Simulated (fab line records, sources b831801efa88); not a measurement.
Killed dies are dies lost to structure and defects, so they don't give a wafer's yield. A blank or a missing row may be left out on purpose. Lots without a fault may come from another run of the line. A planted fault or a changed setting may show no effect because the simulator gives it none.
Problem report in the 8D (eight disciplines) form, filled by code | flow sfq_line | the parts of the form that need people (team, actions taken, sign-off) are left out

1. THE PROBLEM
heater_power_total_W at SFQ_TRILAYER_I4_VIA_LITHO_PEB_106 reads a mean of 80.55 W on 2 wafers of 2 lots; wafers without a fault read 79.15 W with a standard deviation of 0.065. That is +21 standard deviations from the usual mean.
The step: peb time 60 s.
First seen on wafer L745.6, day 54 14:32, on litho_track-01. The record holds 18 wafers of 6 lots with a number at this step. Rule for "out", or "out of limits": more than 4 standard deviations from the usual mean. The other wafers with a number count as sound.

2. WHAT IT IS AND WHAT IT IS NOT
question                    | is                   | is not
which readings at this step | heater_power_total_W | resist_line_temp_C
which lots                  | L745, L747           | L731, L744, L751, L754
which wafers of those lots  | L745.6, L747.2       | L745.3, L745.5, L747.3, L747.5
read on which tools         | litho_track-01       | litho_track-04
when                        | from day 54 14:32    | up to then (8 sound wafers); but 8 sound wafers of L747, L751, L754 came after

3. SUSPECTS, AND WHAT RULES EACH OUT
Counting: a tool at a process step up to the reading stays a suspect if it ran every lot that is out. Sound lots after the first of them don't rule it out here, since some wafers of a struck lot are sound.
- litho_track-01 at SFQ_TRILAYER_I4_VIA_LITHO_PEB_106 (peb time 60 s): kept. It ran every lot that is out, first L745 (day 54 14:32); its last sound lot up to then is L744 (day 54 08:29). Its own readings are out on those wafers: heater_power_total_W.
Left after counting: litho_track-01 at SFQ_TRILAYER_I4_VIA_LITHO_PEB_106.

4. THE CAUSE (what the simulator had put in)
Process parameter drift: litho_track-01, from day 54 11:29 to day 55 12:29, at SFQ_TRILAYER_I4_VIA_LITHO_PEB_106. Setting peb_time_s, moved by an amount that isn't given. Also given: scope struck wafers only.
Counting left only this tool.

5. THE CHAIN OF EFFECTS, in route order
Each row: a reading whose mean over the struck wafers that have a number lies more than 3 standard deviations from the usual. Only readings for which the record gives a usual standard deviation are gone through. hours: the time from each lot's start at the first step in this table that gives one to its start at this step, as a median over the lots. sigmas: the change in usual standard deviations.
hours | step                              | reading              | usual   | on struck wafers | change | sigmas
0     | SFQ_TRILAYER_I4_VIA_LITHO_PEB_106 | heater_power_total_W | 79.15 W | 80.55            | +1.39  | +21
The process steps in it:
- SFQ_TRILAYER_I4_VIA_LITHO_PEB_106: peb time 60 s.
Later measuring or inspecting steps at which every struck wafer that the step has a row for has a number for every such reading, and none has moved that far: SFQ_I4_OVL_MEAS_928.

6. WHAT WOULD HAVE CAUGHT IT SOONER
In this record the first reading out of limits was taken at day 54 14:32, 3 hours after the fault began at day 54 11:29.
